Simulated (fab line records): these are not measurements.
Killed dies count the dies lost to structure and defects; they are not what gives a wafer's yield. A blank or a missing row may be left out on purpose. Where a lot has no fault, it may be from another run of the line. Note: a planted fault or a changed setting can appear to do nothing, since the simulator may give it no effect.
The same fault as seen by 2 desks / flow sky130 / each desk holds nothing but its own numbers, with what lay behind them at the end

DESK OF THE TOOL OWNER: litho_track-04
The tool's own readings at SKY_POLY_GATE_DEVELOP_12 (develop time 60 s): means of the sampled wafers that have a number, for each lot that ran on this tool. Any lot whose mean is over 4 standard deviations away from the usual mean is out of limits and marked OUT; that distance is given in the brackets.
Columns: A = chill_plate_temp_C at SKY_POLY_GATE_DEVELOP_12, usual 23.01 C
lot=L857; first seen here=day 21 09:00; A=23.11
lot=L863; first seen here=day 23 14:00; A=23.20
Finding of this desk: none of the 2 lots has anything out of limits.

AT THE METROLOGY DESK
What the gauges read for every lot (on any tool): the sampled wafers with a number, averaged. Any lot whose mean is over 4 standard deviations away from the usual mean is out of limits and marked OUT; that distance is given in the brackets.
Columns: A = POLY_GATE_TW at SKY_RES_PROTECT_TW_MEAS_08, usual 4025; B = POLY_GATE_CVD_03_THK at SKY_POLY_GATE_THK_MEAS_04, usual 74.9 nm; C = cd_nm at SKY_POLY_GATE_CD_MEAS_13, usual 149.5 nm
lot=L844; first seen here=day 15 10:47; A=4008; B=74.7; C=149.8
lot=L853; first seen here=day 19 05:27; A=4011; B=74.6; C=-
lot=L855; first seen here=day 19 10:22; A=4056; B=75.1; C=-
lot=L854; first seen here=day 19 10:27; A=4032; B=74.4; C=-
lot=L857; first seen here=day 20 01:08; A=3991; B=75.1; C=150.2
lot=L861; first seen here=day 21 17:56; A=4077; B=75.6; C=150.5
lot=L863; first seen here=day 22 06:59; A=4041; B=74.4; C=151.9
Finding of this desk: none of the 7 lots has anything out of limits.

ALL TOGETHER
Nothing out of limits was seen by the tool owner's desk.
From the metrology desk's view, nothing was out of limits.

WHAT HAD BEEN PUT IN BY THE SIMULATOR
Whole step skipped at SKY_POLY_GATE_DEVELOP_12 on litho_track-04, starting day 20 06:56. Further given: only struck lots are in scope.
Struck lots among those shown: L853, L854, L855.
